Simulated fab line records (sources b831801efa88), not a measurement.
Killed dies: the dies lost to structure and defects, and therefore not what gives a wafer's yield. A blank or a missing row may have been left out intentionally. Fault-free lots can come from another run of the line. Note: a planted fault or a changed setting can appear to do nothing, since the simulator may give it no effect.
fab line records :: flow sky130 :: part 2 of 2: steps 28 to 36 of 36
record
  lots=5
  wafers=15
  lastDay=50
route steps=708 shown METAL1@454 VIA1@458 METAL2@483
lots that met no fault: from a run of the same line without faults
startH: the number of hours between the record's first day and the start of the first shown wafer of the lot :: waitH: how many hours have passed since the lot's step before this one :: " same as the row above :: L1.1+2: a row that stands for several wafers :: - no value, or no start given :: * or withheld: withheld :: < > ~ a bound
route shown NAME@n: NAME is a module with steps in the file, n the number in the route of the first one :: usual: mean/standard deviation taken from wafers without a fault :: same: alike in all rows :: chamber/n: place in a boat :: sites: per-site readings :: _std_site: their standard deviation :: _edge_site: outer sites' mean less inner sites' :: radiusMm: for every site, how far away it sits from the centre of the wafer :: mask NAME#n: copy n :: behind: the most recent tool/chamber to have shaped the wafer :: hold: why the lot went on hold/how many hours it stayed there/how the hold came to an end :: device: whichever transistor did not switch (one of n, p or np) :: end of line: tests of these same wafers at the route's end :: a step given without rows: its recipe and nothing more :: killed: count of dies lost to structure and defects at first sort (not the wafer's yield) :: map: shows each die of a wafer: x if killed, . if not, _ if none is there
set.NAME: the run value of the setting; set.NAME@STEP: its run value at that earlier step :: model.NAME: the simulator's own value behind a step, which no gauge read
lots at selected steps of the route; one table per step, one row per wafer
services: from which hour (startH, from the record's first day; less than 0 if before it) a tool's chamber was out of use, for how many hours, and why
## steps
# step SKY_VIA1_THK_MEAS_23
# recipe
  thkMeasGauge=xrf
  reads=W_of_VIA1_CVD_21
# usual
  VIA1_W_THK=276/5
lot.wafer: L083.1
tool: filmMetro-03
chamber: -
startH: 883.68
waitH: 0.1
VIA1_W_THK[nm]: 281

lot.wafer: L083.4
tool: filmMetro-03
chamber: -
startH: 883.68
waitH: 0.1
VIA1_W_THK[nm]: 278

lot.wafer: L083.5
tool: filmMetro-03
chamber: -
startH: 883.68
waitH: 0.1
VIA1_W_THK[nm]: 280

lot.wafer: L086.2
tool: filmMetro-02
chamber: -
startH: 903.90
waitH: 0.1
VIA1_W_THK[nm]: 271

lot.wafer: L086.5
tool: filmMetro-02
chamber: -
startH: 903.90
waitH: 0.1
VIA1_W_THK[nm]: 267

lot.wafer: L086.6
tool: filmMetro-02
chamber: -
startH: 903.90
waitH: 0.1
VIA1_W_THK[nm]: 273

lot.wafer: L091.2
tool: filmMetro-04
chamber: -
startH: 933.71
waitH: 0.1
VIA1_W_THK[nm]: 276

lot.wafer: L091.3
tool: filmMetro-04
chamber: -
startH: 933.71
waitH: 0.1
VIA1_W_THK[nm]: 278

lot.wafer: L091.4
tool: filmMetro-04
chamber: -
startH: 933.71
waitH: 0.1
VIA1_W_THK[nm]: 281

lot.wafer: L094.2
tool: filmMetro-04
chamber: -
startH: 942.96
waitH: 0.1
VIA1_W_THK[nm]: 276

lot.wafer: L094.3
tool: filmMetro-04
chamber: -
startH: 942.96
waitH: 0.1
VIA1_W_THK[nm]: 277

lot.wafer: L094.4
tool: filmMetro-04
chamber: -
startH: 942.96
waitH: 0.1
VIA1_W_THK[nm]: 280

lot.wafer: L095.1
tool: filmMetro-03
chamber: -
startH: 961.78
waitH: 0.1
VIA1_W_THK[nm]: 282

lot.wafer: L095.2
tool: filmMetro-03
chamber: -
startH: 961.78
waitH: 0.1
VIA1_W_THK[nm]: 283

lot.wafer: L095.3
tool: filmMetro-03
chamber: -
startH: 961.78
waitH: 0.1
VIA1_W_THK[nm]: 282
# step SKY_VIA1_CMP_24
# recipe
  stopOn=SiO2
  tOverpolishS=15
  downForcePsi=3.5
  platenRpm=60
  targetThkNm=0
  padVelocityMS=0.94248
# usual
  motorCurrentA=11.4/1.3
  overpolishRunS=15.000/0.0093
  timeToEndpointS=65/3
lot.wafer: L083.1
tool: cmp-02
chamber: 3
startH: 883.84
waitH: 0.1
motorCurrentA: 12.1
overpolishRunS: 14.990
timeToEndpointS: 62

lot.wafer: L083.4
tool: cmp-02
chamber: 0
startH: 883.84
waitH: 0.1
motorCurrentA: 11.1
overpolishRunS: 14.997
timeToEndpointS: 61

lot.wafer: L083.5
tool: cmp-02
chamber: 2
startH: 883.84
waitH: 0.1
motorCurrentA: 12.1
overpolishRunS: 15.001
timeToEndpointS: 64

lot.wafer: L086.2
tool: cmp-02
chamber: 2
startH: 904.35
waitH: 0.4
motorCurrentA: 11.9
overpolishRunS: 15.015
timeToEndpointS: 66

lot.wafer: L086.6
tool: cmp-02
chamber: 1
startH: 904.35
waitH: 0.4
motorCurrentA: 12.6
overpolishRunS: 14.985
timeToEndpointS: 67

lot.wafer: L086.5
tool: cmp-02
chamber: 2
startH: 904.35
waitH: 0.4
motorCurrentA: 12.0
overpolishRunS: 14.989
timeToEndpointS: 66

lot.wafer: L091.4
tool: cmp-02
chamber: 0
startH: 933.76
waitH: 0.0
motorCurrentA: 10.4
overpolishRunS: 14.994
timeToEndpointS: 66

lot.wafer: L091.2
tool: cmp-02
chamber: 1
startH: 933.76
waitH: 0.0
motorCurrentA: 12.7
overpolishRunS: 15.010
timeToEndpointS: 66

lot.wafer: L091.3
tool: cmp-02
chamber: 2
startH: 933.76
waitH: 0.0
motorCurrentA: 11.8
overpolishRunS: 15.011
timeToEndpointS: 65

lot.wafer: L094.4
tool: cmp-01
chamber: 1
startH: 943.01
waitH: 0.0
motorCurrentA: 11.9
overpolishRunS: 14.986
timeToEndpointS: 68

lot.wafer: L094.2
tool: cmp-01
chamber: 2
startH: 943.01
waitH: 0.0
motorCurrentA: 11.7
overpolishRunS: 15.012
timeToEndpointS: 63

lot.wafer: L094.3
tool: cmp-01
chamber: 0
startH: 943.01
waitH: 0.0
motorCurrentA: 9.4
overpolishRunS: 15.009
timeToEndpointS: 65

lot.wafer: L095.3
tool: cmp-02
chamber: 2
startH: 962.03
waitH: 0.2
motorCurrentA: 12.1
overpolishRunS: 14.991
timeToEndpointS: 63

lot.wafer: L095.1
tool: cmp-02
chamber: 3
startH: 962.03
waitH: 0.2
motorCurrentA: 12.5
overpolishRunS: 15.001
timeToEndpointS: 59

lot.wafer: L095.2
tool: cmp-02
chamber: 0
startH: 962.03
waitH: 0.2
motorCurrentA: 11.3
overpolishRunS: 15.001
timeToEndpointS: 60
# step SKY_METAL2_SPUTTER_00
# recipe
  material=Ti
  targetThkNm=15
  powerW=3000
  timeS=10
  chamberPressurePa=0.4
# usual
  throttleValvePct=30.3/1.4
lot.wafer: L083.1
tool: pvdSputter-02
chamber: -
startH: 884.04
waitH: 0.1
throttleValvePct: 30.3

lot.wafer: L083.4
tool: pvdSputter-02
chamber: -
startH: 884.04
waitH: 0.1
throttleValvePct: 28.8

lot.wafer: L083.5
tool: pvdSputter-02
chamber: -
startH: 884.04
waitH: 0.1
throttleValvePct: 31.8

lot.wafer: L086.2
tool: pvdSputter-04
chamber: -
startH: 904.60
waitH: 0.2
throttleValvePct: 29.1

lot.wafer: L086.5
tool: pvdSputter-04
chamber: -
startH: 904.60
waitH: 0.2
throttleValvePct: 29.0

lot.wafer: L086.6
tool: pvdSputter-04
chamber: -
startH: 904.60
waitH: 0.2
throttleValvePct: 32.6

lot.wafer: L091.2
tool: pvdSputter-04
chamber: -
startH: 934.06
waitH: 0.2
throttleValvePct: 29.0

lot.wafer: L091.3
tool: pvdSputter-04
chamber: -
startH: 934.06
waitH: 0.2
throttleValvePct: 33.0

lot.wafer: L091.4
tool: pvdSputter-04
chamber: -
startH: 934.06
waitH: 0.2
throttleValvePct: 28.9

lot.wafer: L094.2
tool: pvdSputter-03
chamber: -
startH: 943.31
waitH: 0.2
throttleValvePct: 30.2

lot.wafer: L094.3
tool: pvdSputter-03
chamber: -
startH: 943.31
waitH: 0.2
throttleValvePct: 29.6

lot.wafer: L094.4
tool: pvdSputter-03
chamber: -
startH: 943.31
waitH: 0.2
throttleValvePct: 30.8

lot.wafer: L095.1
tool: pvdSputter-04
chamber: -
startH: 962.28
waitH: 0.1
throttleValvePct: 28.9

lot.wafer: L095.2
tool: pvdSputter-04
chamber: -
startH: 962.28
waitH: 0.1
throttleValvePct: 31.5

lot.wafer: L095.3
tool: pvdSputter-04
chamber: -
startH: 962.28
waitH: 0.1
throttleValvePct: 29.0
# step SKY_METAL2_SPUTTER_01
# recipe
  material=TiN
  targetThkNm=20
  powerW=6500
  timeS=16.7
  chamberPressurePa=0.4
# usual
  throttleValvePct=30.3/1.4
lot.wafer: L083.1
tool: pvdSputter-02
chamber: -
startH: 884.07
waitH: 0.0
throttleValvePct: 30.3

lot.wafer: L083.4
tool: pvdSputter-02
chamber: -
startH: 884.07
waitH: 0.0
throttleValvePct: 28.8

lot.wafer: L083.5
tool: pvdSputter-02
chamber: -
startH: 884.07
waitH: 0.0
throttleValvePct: 32.1

lot.wafer: L086.2
tool: pvdSputter-04
chamber: -
startH: 904.63
waitH: 0.0
throttleValvePct: 28.9

lot.wafer: L086.5
tool: pvdSputter-04
chamber: -
startH: 904.63
waitH: 0.0
throttleValvePct: 29.1

lot.wafer: L086.6
tool: pvdSputter-04
chamber: -
startH: 904.63
waitH: 0.0
throttleValvePct: 32.8

lot.wafer: L091.2
tool: pvdSputter-04
chamber: -
startH: 934.08
waitH: 0.0
throttleValvePct: 29.0

lot.wafer: L091.3
tool: pvdSputter-04
chamber: -
startH: 934.08
waitH: 0.0
throttleValvePct: 32.7

lot.wafer: L091.4
tool: pvdSputter-04
chamber: -
startH: 934.08
waitH: 0.0
throttleValvePct: 29.0

lot.wafer: L094.2
tool: pvdSputter-03
chamber: -
startH: 943.33
waitH: 0.0
throttleValvePct: 30.0

lot.wafer: L094.3
tool: pvdSputter-03
chamber: -
startH: 943.33
waitH: 0.0
throttleValvePct: 30.0

lot.wafer: L094.4
tool: pvdSputter-03
chamber: -
startH: 943.33
waitH: 0.0
throttleValvePct: 31.0

lot.wafer: L095.1
tool: pvdSputter-04
chamber: -
startH: 962.31
waitH: 0.0
throttleValvePct: 28.9

lot.wafer: L095.2
tool: pvdSputter-04
chamber: -
startH: 962.31
waitH: 0.0
throttleValvePct: 31.2

lot.wafer: L095.3
tool: pvdSputter-04
chamber: -
startH: 962.31
waitH: 0.0
throttleValvePct: 28.9
# step SKY_METAL2_SPUTTER_02
# recipe
  material=AlCu
  targetThkNm=250
  powerW=10600
  timeS=13.3
  chamberPressurePa=0.4
# usual
  throttleValvePct=30.2/1.4
lot.wafer: L083.1
tool: pvdSputter-02
chamber: -
startH: 884.09
waitH: 0.0
throttleValvePct: 30.4

lot.wafer: L083.4
tool: pvdSputter-02
chamber: -
startH: 884.09
waitH: 0.0
throttleValvePct: 28.8

lot.wafer: L083.5
tool: pvdSputter-02
chamber: -
startH: 884.09
waitH: 0.0
throttleValvePct: 31.9

lot.wafer: L086.2
tool: pvdSputter-04
chamber: -
startH: 904.65
waitH: 0.0
throttleValvePct: 29.3

lot.wafer: L086.5
tool: pvdSputter-04
chamber: -
startH: 904.65
waitH: 0.0
throttleValvePct: 28.7

lot.wafer: L086.6
tool: pvdSputter-04
chamber: -
startH: 904.65
waitH: 0.0
throttleValvePct: 33.0

lot.wafer: L091.2
tool: pvdSputter-04
chamber: -
startH: 934.11
waitH: 0.0
throttleValvePct: 28.7

lot.wafer: L091.3
tool: pvdSputter-04
chamber: -
startH: 934.11
waitH: 0.0
throttleValvePct: 32.9

lot.wafer: L091.4
tool: pvdSputter-04
chamber: -
startH: 934.11
waitH: 0.0
throttleValvePct: 29.0

lot.wafer: L094.2
tool: pvdSputter-03
chamber: -
startH: 943.36
waitH: 0.0
throttleValvePct: 30.0

lot.wafer: L094.3
tool: pvdSputter-03
chamber: -
startH: 943.36
waitH: 0.0
throttleValvePct: 30.2

lot.wafer: L094.4
tool: pvdSputter-03
chamber: -
startH: 943.36
waitH: 0.0
throttleValvePct: 31.0

lot.wafer: L095.1
tool: pvdSputter-04
chamber: -
startH: 962.33
waitH: 0.0
throttleValvePct: 28.9

lot.wafer: L095.2
tool: pvdSputter-04
chamber: -
startH: 962.33
waitH: 0.0
throttleValvePct: 31.5

lot.wafer: L095.3
tool: pvdSputter-04
chamber: -
startH: 962.33
waitH: 0.0
throttleValvePct: 28.8
# step SKY_METAL2_SPUTTER_03
# recipe
  material=Ti
  targetThkNm=5
  powerW=3000
  timeS=3.3
  chamberPressurePa=0.4
# usual
  throttleValvePct=30.2/1.4
lot.wafer: L083.1
tool: pvdSputter-02
chamber: -
startH: 884.12
waitH: 0.0
throttleValvePct: 30.4

lot.wafer: L083.4
tool: pvdSputter-02
chamber: -
startH: 884.12
waitH: 0.0
throttleValvePct: 28.9

lot.wafer: L083.5
tool: pvdSputter-02
chamber: -
startH: 884.12
waitH: 0.0
throttleValvePct: 31.7

lot.wafer: L086.2
tool: pvdSputter-04
chamber: -
startH: 904.68
waitH: 0.0
throttleValvePct: 29.2

lot.wafer: L086.5
tool: pvdSputter-04
chamber: -
startH: 904.68
waitH: 0.0
throttleValvePct: 29.1

lot.wafer: L086.6
tool: pvdSputter-04
chamber: -
startH: 904.68
waitH: 0.0
throttleValvePct: 32.7

lot.wafer: L091.2
tool: pvdSputter-04
chamber: -
startH: 934.13
waitH: 0.0
throttleValvePct: 28.9

lot.wafer: L091.3
tool: pvdSputter-04
chamber: -
startH: 934.13
waitH: 0.0
throttleValvePct: 33.0

lot.wafer: L091.4
tool: pvdSputter-04
chamber: -
startH: 934.13
waitH: 0.0
throttleValvePct: 29.2

lot.wafer: L094.2
tool: pvdSputter-03
chamber: -
startH: 943.38
waitH: 0.0
throttleValvePct: 30.2

lot.wafer: L094.3
tool: pvdSputter-03
chamber: -
startH: 943.38
waitH: 0.0
throttleValvePct: 30.0

lot.wafer: L094.4
tool: pvdSputter-03
chamber: -
startH: 943.38
waitH: 0.0
throttleValvePct: 30.9

lot.wafer: L095.1
tool: pvdSputter-04
chamber: -
startH: 962.36
waitH: 0.0
throttleValvePct: 29.0

lot.wafer: L095.2
tool: pvdSputter-04
chamber: -
startH: 962.36
waitH: 0.0
throttleValvePct: 31.4

lot.wafer: L095.3
tool: pvdSputter-04
chamber: -
startH: 962.36
waitH: 0.0
throttleValvePct: 29.2
# step SKY_METAL2_SPUTTER_04
# recipe
  material=TiN
  targetThkNm=70
  powerW=6500
  timeS=58.3
  chamberPressurePa=0.4
# usual
  throttleValvePct=30.2/1.4
lot.wafer: L083.1
tool: pvdSputter-02
chamber: -
startH: 884.13
waitH: 0.0
throttleValvePct: 30.3

lot.wafer: L083.4
tool: pvdSputter-02
chamber: -
startH: 884.13
waitH: 0.0
throttleValvePct: 28.5

lot.wafer: L083.5
tool: pvdSputter-02
chamber: -
startH: 884.13
waitH: 0.0
throttleValvePct: 32.0

lot.wafer: L086.2
tool: pvdSputter-04
chamber: -
startH: 904.70
waitH: 0.0
throttleValvePct: 29.1

lot.wafer: L086.5
tool: pvdSputter-04
chamber: -
startH: 904.70
waitH: 0.0
throttleValvePct: 28.8

lot.wafer: L086.6
tool: pvdSputter-04
chamber: -
startH: 904.70
waitH: 0.0
throttleValvePct: 33.0

lot.wafer: L091.2
tool: pvdSputter-04
chamber: -
startH: 934.15
waitH: 0.0
throttleValvePct: 28.9

lot.wafer: L091.3
tool: pvdSputter-04
chamber: -
startH: 934.15
waitH: 0.0
throttleValvePct: 33.0

lot.wafer: L091.4
tool: pvdSputter-04
chamber: -
startH: 934.15
waitH: 0.0
throttleValvePct: 29.0

lot.wafer: L094.2
tool: pvdSputter-03
chamber: -
startH: 943.40
waitH: 0.0
throttleValvePct: 30.0

lot.wafer: L094.3
tool: pvdSputter-03
chamber: -
startH: 943.40
waitH: 0.0
throttleValvePct: 30.0

lot.wafer: L094.4
tool: pvdSputter-03
chamber: -
startH: 943.40
waitH: 0.0
throttleValvePct: 31.0

lot.wafer: L095.1
tool: pvdSputter-04
chamber: -
startH: 962.37
waitH: 0.0
throttleValvePct: 29.1

lot.wafer: L095.2
tool: pvdSputter-04
chamber: -
startH: 962.37
waitH: 0.0
throttleValvePct: 31.3

lot.wafer: L095.3
tool: pvdSputter-04
chamber: -
startH: 962.37
waitH: 0.0
throttleValvePct: 28.8
# step SKY_METAL2_RS_MEAS_05
# recipe
  thkMeasGauge=four-point-probe
  reads=TiN_of_METAL2_SPUTTER_04+Ti_of_METAL2_SPUTTER_03+AlCu_of_METAL2_SPUTTER_02+TiN_of_METAL2_SPUTTER_01+Ti_of_METAL2_SPUTTER_00
# usual
  METAL2_ALCU_RS=0.1263/0.0015
lot.wafer: L083.1
tool: filmMetro-03
chamber: -
startH: 884.18
waitH: 0.0
METAL2_ALCU_RS[ohm/sq]: 0.1285

lot.wafer: L083.4
tool: filmMetro-03
chamber: -
startH: 884.18
waitH: 0.0
METAL2_ALCU_RS[ohm/sq]: 0.1266

lot.wafer: L083.5
tool: filmMetro-03
chamber: -
startH: 884.18
waitH: 0.0
METAL2_ALCU_RS[ohm/sq]: 0.1276

lot.wafer: L086.2
tool: filmMetro-04
chamber: -
startH: 904.76
waitH: 0.0
METAL2_ALCU_RS[ohm/sq]: 0.1269

lot.wafer: L086.5
tool: filmMetro-04
chamber: -
startH: 904.76
waitH: 0.0
METAL2_ALCU_RS[ohm/sq]: 0.1259

lot.wafer: L086.6
tool: filmMetro-04
chamber: -
startH: 904.76
waitH: 0.0
METAL2_ALCU_RS[ohm/sq]: 0.1254

lot.wafer: L091.2
tool: filmMetro-01
chamber: -
startH: 934.22
waitH: 0.0
METAL2_ALCU_RS[ohm/sq]: 0.1258

lot.wafer: L091.3
tool: filmMetro-01
chamber: -
startH: 934.22
waitH: 0.0
METAL2_ALCU_RS[ohm/sq]: 0.1258

lot.wafer: L091.4
tool: filmMetro-01
chamber: -
startH: 934.22
waitH: 0.0
METAL2_ALCU_RS[ohm/sq]: 0.1269

lot.wafer: L094.2
tool: filmMetro-01
chamber: -
startH: 943.47
waitH: 0.0
METAL2_ALCU_RS[ohm/sq]: 0.1269

lot.wafer: L094.3
tool: filmMetro-01
chamber: -
startH: 943.47
waitH: 0.0
METAL2_ALCU_RS[ohm/sq]: 0.1271

lot.wafer: L094.4
tool: filmMetro-01
chamber: -
startH: 943.47
waitH: 0.0
METAL2_ALCU_RS[ohm/sq]: 0.1272

lot.wafer: L095.1
tool: filmMetro-01
chamber: -
startH: 962.42
waitH: 0.0
METAL2_ALCU_RS[ohm/sq]: 0.1259

lot.wafer: L095.2
tool: filmMetro-01
chamber: -
startH: 962.42
waitH: 0.0
METAL2_ALCU_RS[ohm/sq]: 0.1247

lot.wafer: L095.3
tool: filmMetro-01
chamber: -
startH: 962.42
waitH: 0.0
METAL2_ALCU_RS[ohm/sq]: 0.1262
# step SKY_METAL2_THK_MEAS_06
# recipe
  thkMeasGauge=xrf
  reads=AlCu_of_METAL2_SPUTTER_02
# usual
  METAL2_ALCU_THK=253/3.1
lot.wafer: L083.1
tool: filmMetro-03
chamber: -
startH: 884.30
waitH: 0.1
METAL2_ALCU_THK[nm]: 250

lot.wafer: L083.4
tool: filmMetro-03
chamber: -
startH: 884.30
waitH: 0.1
METAL2_ALCU_THK[nm]: 250

lot.wafer: L083.5
tool: filmMetro-03
chamber: -
startH: 884.30
waitH: 0.1
METAL2_ALCU_THK[nm]: 250

lot.wafer: L086.2
tool: filmMetro-04
chamber: -
startH: 904.87
waitH: 0.1
METAL2_ALCU_THK[nm]: 254

lot.wafer: L086.5
tool: filmMetro-04
chamber: -
startH: 904.87
waitH: 0.1
METAL2_ALCU_THK[nm]: 256

lot.wafer: L086.6
tool: filmMetro-04
chamber: -
startH: 904.87
waitH: 0.1
METAL2_ALCU_THK[nm]: 257

lot.wafer: L091.2
tool: filmMetro-01
chamber: -
startH: 934.33
waitH: 0.1
METAL2_ALCU_THK[nm]: 257

lot.wafer: L091.3
tool: filmMetro-01
chamber: -
startH: 934.33
waitH: 0.1
METAL2_ALCU_THK[nm]: 252

lot.wafer: L091.4
tool: filmMetro-01
chamber: -
startH: 934.33
waitH: 0.1
METAL2_ALCU_THK[nm]: 253

lot.wafer: L094.2
tool: filmMetro-01
chamber: -
startH: 943.58
waitH: 0.1
METAL2_ALCU_THK[nm]: 254

lot.wafer: L094.3
tool: filmMetro-01
chamber: -
startH: 943.58
waitH: 0.1
METAL2_ALCU_THK[nm]: 250

lot.wafer: L094.4
tool: filmMetro-01
chamber: -
startH: 943.58
waitH: 0.1
METAL2_ALCU_THK[nm]: 250

lot.wafer: L095.1
tool: filmMetro-01
chamber: -
startH: 962.54
waitH: 0.1
METAL2_ALCU_THK[nm]: 254

lot.wafer: L095.2
tool: filmMetro-01
chamber: -
startH: 962.54
waitH: 0.1
METAL2_ALCU_THK[nm]: 257

lot.wafer: L095.3
tool: filmMetro-01
chamber: -
startH: 962.54
waitH: 0.1
METAL2_ALCU_THK[nm]: 252
## services
tool: hdpcvd-02
chamber: -
startH: 834.14
hours: 4.3
kind: pm

tool: plasmaAsher-02
chamber: -
startH: 834.47
hours: 28.1
kind: pm

tool: krfScanner-01
chamber: -
startH: 843.75
hours: 1.0
kind: pm

tool: plasmaAsher-03
chamber: -
startH: 844.57
hours: 17.3
kind: repair

tool: cvdW-01
chamber: 0
startH: 851.44
hours: 5.0
kind: repair

tool: plasmaAsher-03
chamber: -
startH: 853.13
hours: 0.9
kind: repair

tool: rieDiel-01
chamber: -
startH: 858.90
hours: 0.3
kind: repair

tool: krfScanner-01
chamber: -
startH: 861.71
hours: 4.0
kind: pm

tool: hdpcvd-01
chamber: -
startH: 866.28
hours: 2.8
kind: pm

tool: rieDiel-01
chamber: 2
startH: 869.51
hours: 2.4
kind: repair

tool: cmp-01
chamber: -
startH: 898.91
hours: 0.6
kind: repair

tool: plasmaAsher-01
chamber: -
startH: 905.11
hours: 3.0
kind: repair

tool: hdpcvd-02
chamber: -
startH: 909.05
hours: 6.0
kind: pm

tool: rieDiel-01
chamber: -
startH: 912.30
hours: 15.6
kind: pm

tool: wetBench-04
chamber: -
startH: 917.22
hours: 1.9
kind: pm

tool: rieDiel-01
chamber: 1
startH: 931.66
hours: 3.2
kind: repair

tool: rieDiel-03
chamber: 3
startH: 937.78
hours: 2.5
kind: repair

tool: rieDiel-03
chamber: 0
startH: 942.42
hours: 5.4
kind: repair

tool: krfScanner-01
chamber: -
startH: 943.02
hours: 0.5
kind: repair

tool: hdpcvd-02
chamber: -
startH: 950.25
hours: 15.0
kind: pm

tool: hdpcvd-02
chamber: 0
startH: 950.67
hours: 5.7
kind: repair

tool: plasmaAsher-04
chamber: -
startH: 955.20
hours: 2.1
kind: repair

tool: pvdSputter-04
chamber: -
startH: 956.39
hours: 2.9
kind: repair

tool: krfScanner-01
chamber: -
startH: 958.58
hours: 0.8
kind: pm
